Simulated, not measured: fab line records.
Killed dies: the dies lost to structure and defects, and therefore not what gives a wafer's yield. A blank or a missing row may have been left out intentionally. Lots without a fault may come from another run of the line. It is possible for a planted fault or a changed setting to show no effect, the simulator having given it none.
What tool caused it?	flow sky130	Sampling: 13 lots, 39 wafers, 2 of 708 route steps

== WHAT EACH GAUGE READ, for each wafer ==
SKY_VIA2_CD_MEAS_12 targets a cd of 200 nm. Usual: 199.7 nm for cd nm, sd 1.3.
lot	measured	on	cd nm (nm)	flag
L570	day 38 21:44	cd sem-01	198.9 197.7 200.6	
L571	day 39 02:11	cd sem-02	199.1 200.1 199.7	
L572	day 39 07:58	cd sem-02	200.7 200.0 201.4	
L575	day 40 04:20	cd sem-01	200.7 200.3 198.4	
L576	day 40 06:34	cd sem-01	199.6 199.6 198.8	
L578	day 40 23:27	cd sem-01	197.9 197.6 198.9	
L581	day 41 09:23	cd sem-02	200.3 202.8 201.5	
L582	day 41 18:28	cd sem-02	202.8 202.3 201.3	
L584	day 42 05:25	cd sem-01	199.2 200.6 200.3	
L585	day 42 12:34	cd sem-02	200.7 200.5 200.1	
L586	day 42 15:38	cd sem-02	201.8 200.6 200.7	
L588	day 43 07:01	cd sem-02	200.7 202.0 200.6	
L589	day 43 16:17	cd sem-02	197.9 196.8 200.3	

SKY_VIA2_OVL_MEAS_13. Usual: for VIA2_OVL the level is -1 nm and the standard deviation is 5.
lot	measured	on	VIA2_OVL (nm)	flag
L570	day 38 21:52	overlay-02	-8 6 -3	
L571	day 39 02:19	overlay-01	4 5 -2	
L572	day 39 08:05	overlay-02	3 -4 1	
L575	day 40 04:28	overlay-01	3 5 2	
L576	day 40 06:41	overlay-02	3 -6 -7	
L578	day 40 23:32	overlay-02	-9 -1 -6	
L581	day 41 09:28	overlay-01	-1 -7 -9	
L582	day 41 18:34	overlay-01	-5 -3 0	
L584	day 42 05:31	overlay-02	-4 -1 1	
L585	day 42 12:41	overlay-02	-6 -4 -2	
L586	day 42 15:44	overlay-02	-10 -4 -5	
L588	day 43 07:08	overlay-02	8 7 10	
L589	day 43 16:22	overlay-02	-8 -5 1	

== WHAT TOOL EACH LOT RAN ON (gives the tool, then ch and the chambers of the sampled wafers, and finally the start) ==
No process step before these readings appears in the record.

== WHAT THE TOOLS THEMSELVES READ (means of the sampled wafers that have a number; where no wafer has one, the mark that the record gives instead) ==
The record holds no such reading with a usual standard deviation.

== THE ANSWER, worked out from the rows above alone ==
Rule: lot off if the mean of its wafers having a number is beyond 3 standard deviations from the usual mean. A lot without any number at a reading at which 4 lots or more have one is off too. All remaining lots with rows at the step are treated as sound. First the gauges in route order, then the tools' own readings, where a lot's mean is used as printed above. The first step at which some lot is off is used, and at that step the reading that is off furthest; a lot without a number counts as furthest.
No lot is off at any reading shown: from this, nothing can be told.

== WHAT THE SIMULATOR HAD PUT IN ==
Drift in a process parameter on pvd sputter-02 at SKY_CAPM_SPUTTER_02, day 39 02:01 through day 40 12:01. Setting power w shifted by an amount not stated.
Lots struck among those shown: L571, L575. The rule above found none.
